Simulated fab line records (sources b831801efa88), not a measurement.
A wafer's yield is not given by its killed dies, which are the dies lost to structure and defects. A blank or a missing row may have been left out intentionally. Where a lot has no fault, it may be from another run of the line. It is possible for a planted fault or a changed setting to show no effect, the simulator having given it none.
Which tool did it? -- flow gf180mcu -- 13 lots with 39 wafers sampled at 3 steps, on a route of 602 steps

## WHAT THE GAUGES READ, wafer by wafer
GF_DNWELL_TW_MEAS_09.
lot,measured,on,DNWELL_TW
L109,day 2 18:23,film metro-04,1350 1360 1353
L111,day 3 04:30,film metro-01,1352 1356 1356
L112,day 3 11:12,film metro-04,1369 1362 1367
L113,day 3 16:05,film metro-02,1354 1358 1351
L114,day 3 22:01,film metro-02,1511 1512 1518
L115,day 4 03:46,film metro-01,1519 1520 1533
L119,day 5 00:55,film metro-01,1353 1350 1347
L127,day 6 18:14,film metro-04,1371 1371 1373
L128,day 6 23:55,film metro-02,1349 1344 1350
L129,day 7 05:33,film metro-02,1339 1346 1348
L130,day 7 11:15,film metro-04,1344 1336 1343
L131,day 7 15:48,film metro-01,1359 1353 1355
L132,day 7 20:44,film metro-01,1343 1344 1341

GF_HV_LDD_OVL_MEAS_47.
lot,measured,on,HV_LDD_03_OVL (nm)
L109,day 12 04:52,overlay-01,-1.3 -3.1 -4.0
L111,day 13 03:43,overlay-01,-4.2 -2.3 -2.8
L112,day 13 09:22,overlay-02,-1.0 -0.1 -1.8
L113,day 13 15:45,overlay-01,-2.7 -2.2 -3.2
L114,day 14 02:29,overlay-01,-2.4 -1.5 -0.9
L115,day 14 12:07,overlay-01,-2.3 -2.0 -1.4
L119,day 15 17:37,overlay-01,-0.7 -1.8 1.7
L127,day 18 11:12,overlay-02,2.1 0.0 -1.4
L128,day 18 18:13,overlay-02,1.3 -0.5 -0.2
L129,day 19 04:52,overlay-02,-2.4 0.1 -2.3
L130,day 19 12:51,overlay-02,0.2 -0.3 0.5
L131,day 19 18:01,overlay-02,2.6 2.1 -0.6
L132,day 19 22:57,overlay-02,-0.7 0.0 -1.0

## TOOL THAT RAN EACH LOT (tool first, then ch and the chambers of the sampled wafers, then the start)
lot,GF_DNWELL_IMPLANT_07
L109,"implanter-01 ch 0, day 2 18:08"
L111,"implanter-01 ch 0, day 3 04:16"
L112,"implanter-01 ch 0, day 3 10:57"
L113,"implanter-01 ch 0, day 3 15:50"
L114,"implanter-01 ch 0, day 3 21:47"
L115,"implanter-01 ch 0, day 4 03:31"
L119,"implanter-03 ch 0, day 5 00:41"
L127,"implanter-01 ch 0, day 6 17:59"
L128,"implanter-04 ch 0, day 6 23:40"
L129,"implanter-03 ch 0, day 7 05:18"
L130,"implanter-04 ch 0, day 7 11:00"
L131,"implanter-01 ch 0, day 7 15:34"
L132,"implanter-03 ch 0, day 7 20:29"
- GF_DNWELL_IMPLANT_07

## WHAT THE TOOLS THEMSELVES READ (means of the sampled wafers that have a number; where no wafer has one, the mark that the record gives instead)
GF_DNWELL_IMPLANT_07.
lot,tool,faraday current uA,tilt deg (degrees)
L109,implanter-01,56.3,-0.001
L111,implanter-01,56.6,0.015
L112,implanter-01,55.7,-0.020
L113,implanter-01,55.3,-0.004
L114,implanter-01,55.7,4.277
L115,implanter-01,56.1,4.270
L119,implanter-03,57.0,0.020
L127,implanter-01,56.7,0.032
L128,implanter-04,56.3,-0.011
L129,implanter-03,55.8,-0.015
L130,implanter-04,57.3,0.018
L131,implanter-01,56.3,-0.003
L132,implanter-03,55.9,0.022

## THE ANSWER, worked out from the rows above alone
Rule: what is usual is taken from the lots themselves. Put in order of their means at a reading, lots are off if they are a third of the lots or fewer, leave a main group of 4 or more, and stand apart from it by a gap of 3 or more times the standard deviation of the main group's means; of several such gaps the widest counts. If all means in a main group match to the digits the tables above print for the reading, that group is not used. Also off: a lot with no number at a reading for which 4 or more lots have one. Where the step has rows for the other lots, those lots are counted as sound. First the gauges in route order, then the tools' own readings, where a lot's mean is used as printed above. The first step at which some lot is off is used, and at that step the reading that is off furthest; a lot without a number counts as furthest.
Off: L114, L115, at GF_DNWELL_TW_MEAS_09 (DNWELL_TW). The main group: mean 1353, standard deviation 9.
If a tool, at a process step before that reading, ran all the lots that are off and no sound lot after the first of them, it fits. Not tried: the gauges at GF_DNWELL_TW_MEAS_09; whatever is off there is also off at GF_DNWELL_IMPLANT_07, on other tools, and gauge error can't account for it. No candidate that was tried fits.

## WHAT THE SIMULATOR PUT IN
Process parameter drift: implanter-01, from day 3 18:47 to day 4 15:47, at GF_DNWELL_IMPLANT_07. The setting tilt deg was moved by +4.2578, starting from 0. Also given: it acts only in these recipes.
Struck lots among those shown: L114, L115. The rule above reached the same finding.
